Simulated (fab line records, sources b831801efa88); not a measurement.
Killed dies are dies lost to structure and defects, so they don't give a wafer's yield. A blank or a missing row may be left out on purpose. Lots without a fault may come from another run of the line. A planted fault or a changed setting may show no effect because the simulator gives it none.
One fault seen from 2 desks | flow sky130 | each desk has only its own numbers; what lay behind them comes last

THE METROLOGY DESK
What the gauges read, lot by lot, whatever tool the lot ran on: means of the sampled wafers that have a number. A lot is out of limits, marked OUT, if its mean lies more than 4 standard deviations from the usual mean; the brackets give that distance.
Columns: A = cd_nm at SKY_METAL4_CD_MEAS_13, usual 300.3 nm
lot  | first seen here | A
L303 | day 41 17:12    | 299.6
L304 | day 42 09:36    | 301.7
L306 | day 43 01:01    | 301.8
L308 | day 43 15:19    | 298.6
L315 | day 45 07:20    | 298.2
L316 | day 45 11:31    | 299.3
L319 | day 46 11:39    | 300.5
L321 | day 47 03:18    | 300.5
L322 | day 47 05:31    | 299.5
L324 | day 47 11:04    | 299.1
L325 | day 47 16:27    | 298.8
This desk's finding: nothing out of limits on any of the 11 lots.

THE TOOL OWNER'S DESK: rie_metal-02
The tool's own readings at SKY_METAL4_METAL_ETCH_18 (etches the open film in Cl2/BCl3, stops on SiO2, target depth 845 nm, time 183.1 s): means of the sampled wafers that have a number, for each lot that ran on this tool. A lot is out of limits, marked OUT, if its mean lies more than 4 standard deviations from the usual mean; the brackets give that distance.
Columns: A = drypump_motor_current_A at SKY_METAL4_METAL_ETCH_18, usual 5.6 A; B = oes_product_au at SKY_METAL4_METAL_ETCH_18, usual 0.865 a.u.; C = throttle_valve_pct at SKY_METAL4_METAL_ETCH_18, usual 22.264 %
lot  | first seen here | A   | B                | C
L303 | day 41 17:31    | 5.3 | 0.865            | 22.273
L304 | day 42 09:55    | 5.3 | 0.867            | 22.270
L306 | day 43 01:19    | 5.4 | 0.866            | 22.262
L308 | day 43 15:37    | 5.3 | 0.863            | 22.260
L315 | day 45 07:38    | 5.3 | 0.846            | 22.269
L316 | day 45 11:49    | 5.5 | 0.830 (-5.5) OUT | 22.260
This desk's finding: out of limits on L316; first on L316, day 45 11:49 (oes_product_au at SKY_METAL4_METAL_ETCH_18). In limits: L303, L304, L306, L308, L315.

PUT TOGETHER
The tool owner's desk could have raised an alarm at day 45 11:49, on L316.
The metrology desk saw nothing out of limits.
The metrology desk has L316 on record, within its limits.
Of the lots named, all ran SKY_METAL4_METAL_ETCH_18 on rie_metal-02.

WHAT THE SIMULATOR HAD PUT IN
Process parameter drift: rie_metal-02, from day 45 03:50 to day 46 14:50, at SKY_METAL4_METAL_ETCH_18. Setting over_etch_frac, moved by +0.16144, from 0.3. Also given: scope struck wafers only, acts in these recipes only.
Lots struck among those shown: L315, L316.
Hours from the fault's start to each desk's first reading out of limits: the tool owner's desk, 8.
